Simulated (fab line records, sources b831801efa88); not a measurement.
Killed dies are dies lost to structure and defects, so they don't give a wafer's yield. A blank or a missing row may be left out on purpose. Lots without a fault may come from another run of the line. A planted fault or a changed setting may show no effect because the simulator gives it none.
fab line records | flow gf180mcu
record lots=5 wafers=15 last_day=34
route steps=602 shown MIM@514 M5@526
lots that met no fault: from a run of the same line without faults
start_h: hours from the record's first day to the start of the lot's first wafer shown | wait_h: hours since the lot's step before | " the same as in the row above | L1.1+2: a row that stands for several wafers | - no value, or no start given | * or withheld: withheld | < > ~ a bound
route shown NAME@n: a module of which the file shows steps, and the number in the route of the first | usual: mean/standard deviation of fault-free wafers | same: alike in all rows | chamber/n: place in a boat | sites: the reading at each site | _std_site: their standard deviation | _edge_site: outer sites' mean less inner sites' | radius_mm: how far each site lies from the wafer's centre | mask NAME#n: copy n | behind: the tool/chamber that last shaped the wafer | hold: why the lot was held/for how many hours/how that ended | device: the transistor (n, p or np) that didn't switch | end of line: the same wafers' tests at the end of the route | a step without rows: its recipe alone | killed: dies lost to structure and defects at the first sort, not the wafer's yield | map: a wafer's dies, x killed, . not, _ none there
set.NAME: the setting as run; set.NAME@STEP: as run at that earlier step | model.NAME: the simulator's own value behind a step, which no gauge read
lots at some steps of the route; a table a step, a row a wafer
services: from which hour (start_h, from the record's first day; less than 0 if before it) a tool's chamber was out of use, for how many hours, and why
## steps
# step GF_MIM_THK_MEAS_11
# recipe thk_meas_gauge=xrf reads=AlCu_of_MIM_SPUTTER_08
# usual MIM_ALCU_THK=199.0/2.6
# columns lot.wafer tool chamber start_h wait_h MIM_ALCU_THK[nm]
L078.1 film_metro-02 - 601.96 0.1 204.5
L078.2 " - " " 201.6
L078.5 " - " " 202.5
L082.3 film_metro-01 - 629.93 0.1 200.6
L082.4 " - " " 199.0
L082.5 " - " " 200.8
L091.1 film_metro-02 - 695.14 0.1 197.0
L091.4 " - " " 197.3
L091.6 " - " " 199.3
L092.2 film_metro-02 - 706.35 0.1 202.9
L092.3 " - " " 201.4
L092.6 " - " " 205.1
L097.3 film_metro-02 - 732.36 0.1 203.1
L097.5 " - " " 204.9
L097.6 " - " " 201.7
# step GF_MIM_DEHYDRATE_12
# recipe temp_c=200 time_s=60
# columns lot.wafer tool chamber start_h wait_h
L078.1+2+5 litho_track-03 0 612.17 10.2
L082.3+4+5 litho_track-03 0 639.27 9.3
L091.1+4+6 litho_track-02 0 703.83 8.7
L092.2+3+6 litho_track-02 0 714.76 8.4
L097.3+5+6 litho_track-01 0 740.72 8.3
# step GF_MIM_HMDS_13
# recipe prime_time_s=60 prime_temp_c=120
# usual prime_temp_c=119.99/0.11
# same prime_time_s=60
# columns lot.wafer tool chamber start_h wait_h prime_temp_c
L078.1 litho_track-03 0 612.32 0.1 120.07
L078.2 " 0 " " 119.95
L078.5 " 0 " " 120.00
L082.3 litho_track-03 0 639.42 0.1 119.78
L082.4 " 0 " " 119.94
L082.5 " 0 " " 119.93
L091.1 litho_track-02 0 703.98 0.1 120.19
L091.4 " 0 " " 119.87
L091.6 " 0 " " 120.12
L092.2 litho_track-02 0 714.91 0.1 120.01
L092.3 " 0 " " 120.12
L092.6 " 0 " " 119.96
L097.3 litho_track-01 0 740.87 0.1 120.08
L097.5 " 0 " " 119.78
L097.6 " 0 " " 120.01
# step GF_MIM_COAT_14
# recipe resist=NOVOLAK spin_rpm=3000 resist_thk_nm=1000
# columns lot.wafer tool chamber start_h wait_h
L078.1+2+5 litho_track-03 0 612.47 0.1
L082.3+4+5 litho_track-03 0 639.57 0.1
L091.1+4+6 litho_track-02 0 704.13 0.1
L092.2+3+6 litho_track-02 0 715.06 0.1
L097.3+5+6 litho_track-01 0 741.02 0.1
# step GF_MIM_SOFTBAKE_15
# recipe temp_c=90 time_s=60 resist=NOVOLAK
# columns lot.wafer tool chamber start_h wait_h
L078.1+2+5 litho_track-03 0 612.62 0.1
L082.3+4+5 litho_track-03 0 639.72 0.1
L091.1+4+6 litho_track-02 0 704.28 0.1
L092.2+3+6 litho_track-02 0 715.21 0.1
L097.3+5+6 litho_track-01 0 741.17 0.1
# step GF_MIM_EXPOSE_16
# recipe mask_id=FuseTop target_cd_nm=2000 na=0.6 source_shape=conventional sigma_outer=0.6 dose_mj=140
# columns lot.wafer tool chamber start_h wait_h mask
L078.1+2+5 iline_stepper-02 0 - - FuseTop#0
L082.3+4+5 iline_stepper-02 0 - - FuseTop#0
L091.1+4+6 iline_stepper-01 0 - - FuseTop#0
L092.2+3+6 iline_stepper-01 0 - - FuseTop#0
L097.3+5+6 iline_stepper-02 0 - - FuseTop#0
# step GF_MIM_PEB_17
# recipe temp_c=withheld time_s=* resist=NOVOLAK
# columns lot.wafer tool chamber start_h wait_h
L078.1+2+5 litho_track-01 0 - -
L082.3+4+5 litho_track-03 0 - -
L091.1+4+6 litho_track-02 0 - -
L092.2+3+6 litho_track-02 0 - -
L097.3+5+6 litho_track-02 0 - -
# step GF_MIM_DEVELOP_18
# recipe develop_time_s=60 dev_temp_c=23
# columns lot.wafer tool chamber start_h wait_h
L078.1+2+5 litho_track-01 0 622.72 0.1
L082.3+4+5 litho_track-03 0 649.42 0.1
L091.1+4+6 litho_track-02 0 713.33 0.1
L092.2+3+6 litho_track-02 0 724.01 0.1
L097.3+5+6 litho_track-02 0 749.33 0.1
# step GF_MIM_METAL_ETCH_19
# recipe chemistry=Cl2/BCl3 mask_material=NOVOLAK stop_on=Si3N4 target_depth_nm=324.5 pressure_mtorr=8 icp_w=800 bias_w=140 Cl2_flow_sccm=80 bcl3_flow_sccm=40 time_s=54.1
# usual drypump_motor_current_A=5.6/0.44 oes_product_au=0.939/0.0064 throttle_valve_pct=28.286/0.011
# columns lot.wafer tool chamber start_h wait_h drypump_motor_current_A oes_product_au rf_hours_counter_h throttle_valve_pct
L078.1 rie_metal-02 1 622.87 0.1 5.4 0.944 5 28.284
L078.2 " 0 " " 5.2 0.937 0 28.271
L078.5 " 1 " " 5.4 0.939 - 28.295
L082.3 rie_metal-04 0 649.55 0.1 6.2 0.944 - 28.301
L082.4 " 1 " " 5.1 0.941 - 28.271
L082.5 " 1 " " 5.1 0.943 - 28.277
L091.1 rie_metal-03 1 713.48 0.1 6.1 0.930 11 28.267
L091.4 " 1 " " 6.1 0.938 - 28.287
L091.6 " 0 " " 6.3 0.946 - 28.290
L092.2 rie_metal-02 0 724.13 0.1 5.2 0.956 3 28.276
L092.3 " 1 " " 5.4 0.937 - 28.284
L092.6 " 0 " " 5.2 0.951 - 28.280
L097.3 rie_metal-02 1 749.45 0.1 5.5 0.944 - 28.285
L097.5 " 0 " " 5.2 0.952 - 28.296
L097.6 " 1 " " 5.5 0.949 - 28.284
# step GF_MIM_STRIP_20
# recipe chemistry=O2/N2 power_w=1400 pressure_mtorr=1500 platen_temp_c=250 o2_flow_sccm=3000 n2_flow_sccm=300 overash_fraction=0.5
# usual drypump_motor_current_A=5.6/0.41 heater_power_w=308/22 oes_product_au=0.692/0.0049 strip_time_to_endpoint_s=11.23/0.04
# columns lot.wafer tool chamber start_h wait_h drypump_motor_current_A heater_power_w oes_product_au rf_hours_counter_h strip_time_to_endpoint_s
L078.1 plasma_asher-04 0 622.94 0.0 5.8 358 0.695 23 11.25
L078.2 " 1 " " 5.7 296 0.693 23 11.19
L078.5 " 0 " " 5.8 357 0.688 - 11.22
L082.3 plasma_asher-01 1 649.63 0.1 6.2 332 0.696 - 11.20
L082.4 " 0 " " 6.0 287 0.694 - 11.22
L082.5 " 1 " " 6.2 330 0.694 - 11.25
L091.1 plasma_asher-04 0 713.55 0.0 5.8 364 0.691 33 11.18
L091.4 " 0 " " 5.8 345 0.692 - 11.20
L091.6 " 1 " " 5.7 310 0.693 - 11.20
L092.2 plasma_asher-02 0 724.20 0.0 5.1 292 0.681 67 11.13
L092.3 " 0 " " 5.1 288 0.694 - 11.21
L092.6 " 0 " " 5.1 289 0.684 - 11.14
L097.3 plasma_asher-04 1 749.53 0.1 5.7 303 0.688 - 11.23
L097.5 " 1 " " 5.7 306 0.697 - 11.19
L097.6 " 0 " " 5.8 345 0.694 - 11.20
# step GF_MIM_STRIP_21
# recipe chemistry=post_etch_residue_remover time_s=1200 temp_c=72.5
# usual bath_heat_duty_pct=14.5/1.1 temp_c=72.50/0.12
# columns lot.wafer tool chamber start_h wait_h bath_heat_duty_pct temp_c
L078.1 wet_bench-04 2 623.04 0.1 14.8 72.47
L078.2 " 2 " " 13.9 72.58
L078.5 " 2 " " 13.5 72.67
L082.3 wet_bench-04 1 649.69 0.0 16.0 72.49
L082.4 " 1 " " 16.7 72.43
L082.5 " 1 " " 15.3 72.27
L091.1 wet_bench-01 0 713.65 0.1 15.6 72.50
L091.4 " 0 " " 14.6 72.55
L091.6 " 0 " " 15.7 72.65
L092.2 wet_bench-04 3 724.30 0.1 14.0 72.64
L092.3 " 3 " " 13.6 72.55
L092.6 " 3 " " 13.7 72.60
L097.3 wet_bench-04 3 749.60 0.0 13.7 72.64
L097.5 " 3 " " 14.9 72.29
L097.6 " 3 " " 14.7 72.30
# step GF_MIM_CLEAN_22
# recipe chemistry=DIW dry=n2_spin
# columns lot.wafer tool chamber start_h wait_h
L078.1+2+5 wet_bench-02 2 623.38 0.0
L082.3+4+5 wet_bench-02 1 650.04 0.0
L091.1+4+6 wet_bench-02 0 714.06 0.0
L092.2+3+6 wet_bench-01 0 724.64 0.0
L097.3+5+6 wet_bench-01 2 749.97 0.0
# step GF_M5_DEHYDRATE_00
# recipe temp_c=200 time_s=60
# columns lot.wafer tool chamber start_h wait_h
L078.1+2+5 litho_track-03 0 633.22 9.8
L082.3+4+5 litho_track-02 0 659.43 9.3
L091.1+4+6 litho_track-04 0 722.54 8.4
L092.2+3+6 litho_track-02 0 732.41 7.7
L097.3+5+6 litho_track-03 0 756.22 6.1
# step GF_M5_HMDS_01
# recipe prime_time_s=60 prime_temp_c=120
# usual prime_temp_c=119.99/0.12
# same prime_time_s=60
# columns lot.wafer tool chamber start_h wait_h prime_temp_c
L078.1 litho_track-03 0 633.37 0.1 120.10
L078.2 " 0 " " 120.13
L078.5 " 0 " " 119.74
L082.3 litho_track-02 0 659.58 0.1 119.94
L082.4 " 0 " " 119.94
L082.5 " 0 " " 119.97
L091.1 litho_track-04 0 722.69 0.1 120.11
L091.4 " 0 " " 119.90
L091.6 " 0 " " 119.99
L092.2 litho_track-02 0 732.56 0.1 120.17
L092.3 " 0 " " 120.06
L092.6 " 0 " " 119.88
L097.3 litho_track-03 0 756.37 0.1 119.92
L097.5 " 0 " " 119.93
L097.6 " 0 " " 119.95
# step GF_M5_COAT_02
# recipe resist=KrF spin_rpm=withheld resist_thk_nm=1000
# columns lot.wafer tool chamber start_h wait_h
L078.1+2+5 litho_track-03 0 633.52 0.1
L082.3+4+5 litho_track-02 0 659.73 0.1
L091.1+4+6 litho_track-04 0 722.84 0.1
L092.2+3+6 litho_track-02 0 732.71 0.1
L097.3+5+6 litho_track-03 0 756.52 0.1
# step GF_M5_SOFTBAKE_03
# recipe temp_c=130 time_s=60 resist=KrF
# columns lot.wafer tool chamber start_h wait_h
L078.1+2+5 litho_track-03 0 633.67 0.1
L082.3+4+5 litho_track-02 0 659.88 0.1
L091.1+4+6 litho_track-04 0 722.99 0.1
L092.2+3+6 litho_track-02 0 732.86 0.1
L097.3+5+6 litho_track-03 0 756.67 0.1
# step GF_M5_EXPOSE_04
# recipe mask_id=Metal5 target_cd_nm=280 na=0.68 source_shape=conventional sigma_outer=0.6 dose_mj=28
# columns lot.wafer tool chamber start_h wait_h mask
L078.1+2+5 krf_scanner-01 0 - - Metal5#0
L082.3+4+5 krf_scanner-01 0 - - Metal5#0
L091.1+4+6 krf_scanner-02 0 - - Metal5#0
L092.2+3+6 krf_scanner-02 0 - - Metal5#0
L097.3+5+6 krf_scanner-01 0 - - Metal5#0
# step GF_M5_PEB_05
# recipe peb_temp_c=135 peb_time_s=90 resist=KrF
# columns lot.wafer tool chamber start_h wait_h
L078.1+2+5 litho_track-02 0 - -
L082.3+4+5 litho_track-02 0 - -
L091.1+4+6 litho_track-02 0 - -
L092.2+3+6 litho_track-04 0 - -
L097.3+5+6 litho_track-03 0 - -
# step GF_M5_DEVELOP_06
# recipe develop_time_s=60 dev_temp_c=21
# columns lot.wafer tool chamber start_h wait_h
L078.1+2+5 litho_track-02 0 643.38 0.2
L082.3+4+5 litho_track-02 0 669.53 0.1
L091.1+4+6 litho_track-02 0 731.28 0.2
L092.2+3+6 litho_track-04 0 741.86 0.2
L097.3+5+6 litho_track-03 0 765.17 0.1
# step GF_M5_CD_MEAS_07
# recipe target_cd_nm=280
# usual cd_nm=280.3/1.3
# columns lot.wafer tool chamber start_h wait_h cd_nm
L078.1 cd_sem-02 - 643.53 0.1 280.0
L078.2 " - " " 280.1
L078.5 " - " " 279.3
L082.3 cd_sem-01 - 669.67 0.1 279.5
L082.4 " - " " 280.4
L082.5 " - " " 281.4
L091.1 cd_sem-01 - 731.43 0.1 281.7
L091.4 " - " " 281.0
L091.6 " - " " 281.2
L092.2 cd_sem-02 - 742.00 0.1 280.2
L092.3 " - " " 279.9
L092.6 " - " " 280.3
L097.3 cd_sem-02 - 765.31 0.1 281.3
L097.5 " - " " 281.0
L097.6 " - " " 281.9
# step GF_M5_OVL_MEAS_08
# usual M5_OVL=-2/4.2
# columns lot.wafer tool chamber start_h wait_h M5_OVL[nm]
L078.1 overlay-01 - 643.65 0.1 3
L078.2 " - " " -2
L078.5 " - " " -1
L082.3 overlay-01 - 669.76 0.1 4
L082.4 " - " " -3
L082.5 " - " " -3
L091.1 overlay-02 - 731.55 0.1 9
L091.4 " - " " 0
L091.6 " - " " 0
L092.2 overlay-01 - 742.11 0.1 -2
L092.3 " - " " -4
L092.6 " - " " -4
L097.3 overlay-02 - 765.40 0.1 -3
L097.5 " - " " 2
L097.6 " - " " -5
## services
# columns tool chamber start_h hours kind
rie_metal-04 - 588.70 14.6 pm
rie_metal-03 - 590.26 9.0 repair
iline_stepper-01 - 595.78 25.5 repair
krf_scanner-02 - 603.61 1.0 pm
krf_scanner-02 0 624.24 - calibration
iline_stepper-01 0 625.41 - calibration
plasma_asher-04 - 626.89 0.6 repair
iline_stepper-02 - 633.40 1.7 pm
plasma_asher-01 - 640.26 3.1 repair
rie_metal-02 0 647.45 14.7 repair
iline_stepper-01 - 658.69 3.1 repair
krf_scanner-01 - 668.22 0.7 repair
krf_scanner-02 - 671.56 1.3 pm
iline_stepper-02 0 674.42 - calibration
plasma_asher-04 - 680.67 1.3 repair
krf_scanner-02 - 682.34 4.4 pm
rie_metal-03 0 685.01 - clean
krf_scanner-01 - 686.71 1.0 pm
krf_scanner-01 - 712.70 0.8 pm
litho_track-01 - 719.71 - consumable_replace:filter
krf_scanner-01 - 724.75 4.0 pm
krf_scanner-01 - 734.58 1.3 pm
iline_stepper-01 - 739.32 1.7 pm
krf_scanner-01 0 742.61 - calibration
## key
fault none
